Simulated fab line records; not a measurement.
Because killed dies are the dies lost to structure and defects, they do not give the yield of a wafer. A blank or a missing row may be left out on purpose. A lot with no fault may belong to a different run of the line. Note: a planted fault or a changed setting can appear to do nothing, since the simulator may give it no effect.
Which tool was responsible? ; flow gf180mcu ; 12 lots with 36 wafers sampled at 3 steps, on a route of 602 steps

== WHAT THE GAUGES READ, wafer by wafer ==
GF_V3_CD_MEAS_14 targets a cd of 260 nm.
lot;measured;on;cdNm (nm)
L075;day 22 19:40;cdSem-01;259.9 260.7 261.1
L076;day 23 19:06;cdSem-01;260.6 261.6 262.3
L079;day 24 13:34;cdSem-02;259.9 259.1 258.0
L081;day 25 02:27;cdSem-01;260.2 260.3 260.4
L083;day 25 13:58;cdSem-01;258.3 260.0 259.4
L085;day 26 07:51;cdSem-01;260.7 260.1 261.3
L087;day 26 21:46;cdSem-02;257.7 260.6 260.0
L089;day 27 06:58;cdSem-02;259.9 259.7 261.4
L091;day 27 22:51;cdSem-01;261.9 262.6 262.2
L093;day 28 13:58;cdSem-01;260.4 258.2 260.8
L095;day 29 05:51;cdSem-01;260.9 259.8 260.6
L097;day 29 16:48;cdSem-01;259.3 259.3 259.6

== TOOL THAT RAN EACH LOT (tool first, then ch and the chambers of the sampled wafers, then the start) ==
lot;GF_V1_SPUTTER_22;GF_V3_CVD_02
L075;pvdSputter-01, day 18 13:41;pecvd-04 ch 1,2, day 21 19:30
L076;pvdSputter-01, day 19 15:11;pecvd-03 ch 0,1, day 22 19:59
L079;pvdSputter-02, day 20 12:49;pecvd-04 ch 0,2, day 23 14:52
L081;pvdSputter-01, day 21 00:48;pecvd-03 ch 1,2, day 24 04:06
L083;pvdSputter-01, day 21 14:16;pecvd-03 ch 1,2, day 24 15:40
L085;pvdSputter-01, day 22 10:29;pecvd-03 ch 0,2, day 25 10:38
L087;pvdSputter-02, day 23 02:43;pecvd-03 ch 0,1,2, day 26 00:22
L089;pvdSputter-03, day 23 12:48;pecvd-04 ch 0,2, day 26 09:56
L091;pvdSputter-03, day 24 06:45;pecvd-04 ch 0,2, day 27 02:30
L093;pvdSputter-02, day 24 23:17;pecvd-03 ch 0,1,2, day 27 17:57
L095;pvdSputter-01, day 25 16:51;pecvd-01 ch 0,1, day 28 09:26
L097;pvdSputter-03, day 26 05:38;pecvd-04 ch 1,2, day 28 21:13
- GF_V1_SPUTTER_22: material TiN, target thk 10 nm, time 40 s.
- GF_V3_CVD_02: deposits SiO2 from TEOS, target thk 850 nm, time 94.851 s.

== THE ANSWER, worked out from the rows above alone ==
Rule: usual is defined by the lots themselves. Put in order of their means at a reading, lots are off if they are a third of the lots or fewer, leave a main group of 4 or more, and stand apart from it by a gap of 3 or more times the standard deviation of the main group's means; of several such gaps the widest counts. A main group whose means are all the same, to the digits that the tables above print for the reading, isn't used. A lot without any number at a reading at which 4 lots or more have one is off too. Where the step has rows for the other lots, those lots are counted as sound.
None of the lots is off at any reading shown; this tells nothing.

== WHAT THE SIMULATOR HAD PUT IN ==
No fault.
